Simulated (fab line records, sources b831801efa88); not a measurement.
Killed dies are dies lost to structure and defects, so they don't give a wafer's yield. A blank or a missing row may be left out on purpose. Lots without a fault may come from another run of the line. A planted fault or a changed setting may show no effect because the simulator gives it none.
Which tool did it? | flow gf180mcu | 6 lots, 18 wafers sampled, at 2 steps of a route of 602

WHAT THE GAUGES READ, wafer by wafer
GF_TOP_METAL_RS_MEAS_05: measures by four-point-probe.
lot  | measured     | on            | TOP_METAL_ALCU_RS (ohm/sq)
L729 | day 27 21:46 | film_metro-01 | 0.0334 0.0328 0.0335
L731 | day 28 13:17 | film_metro-01 | 0.0331 0.0326 0.0326
L734 | day 29 16:45 | film_metro-02 | 0.0330 0.0323 0.0325
L736 | day 29 21:26 | film_metro-01 | 0.0323 0.0322 0.0326
L738 | day 30 14:47 | film_metro-02 | 0.0332 0.0330 0.0331
L740 | day 31 07:03 | film_metro-01 | 0.0327 0.0328 0.0325

WHICH TOOL RAN EACH LOT (tool, then ch and the chambers of the sampled wafers, then the start)
lot  | GF_V3_CMP_26
L729 | cmp-01 ch 2,3, day 23 04:29
L731 | cmp-01 ch 0,1,2, day 23 22:44
L734 | cmp-01 ch 1,3, day 25 04:18
L736 | cmp-01 ch 1,2,3, day 25 11:27
L738 | cmp-01 ch 0,2, day 26 05:58
L740 | cmp-02 ch 0,1,3, day 27 00:02
- GF_V3_CMP_26: polishes, stops on SiO2, t overpolish 15 s, target thk 0 nm.

THE ANSWER, worked out from the rows above alone
Rule: what is usual is taken from the lots themselves. Put in order of their means at a reading, lots are off if they are a third of the lots or fewer, leave a main group of 4 or more, and stand apart from it by a gap of 3 or more times the standard deviation of the main group's means; of several such gaps the widest counts. A main group whose means are all the same, to the digits that the tables above print for the reading, isn't used. A lot without any number at a reading at which 4 lots or more have one is off too. The other lots that the step has rows for count as sound.
No lot is off at any reading shown: from this, nothing can be told.

WHAT THE SIMULATOR HAD PUT IN
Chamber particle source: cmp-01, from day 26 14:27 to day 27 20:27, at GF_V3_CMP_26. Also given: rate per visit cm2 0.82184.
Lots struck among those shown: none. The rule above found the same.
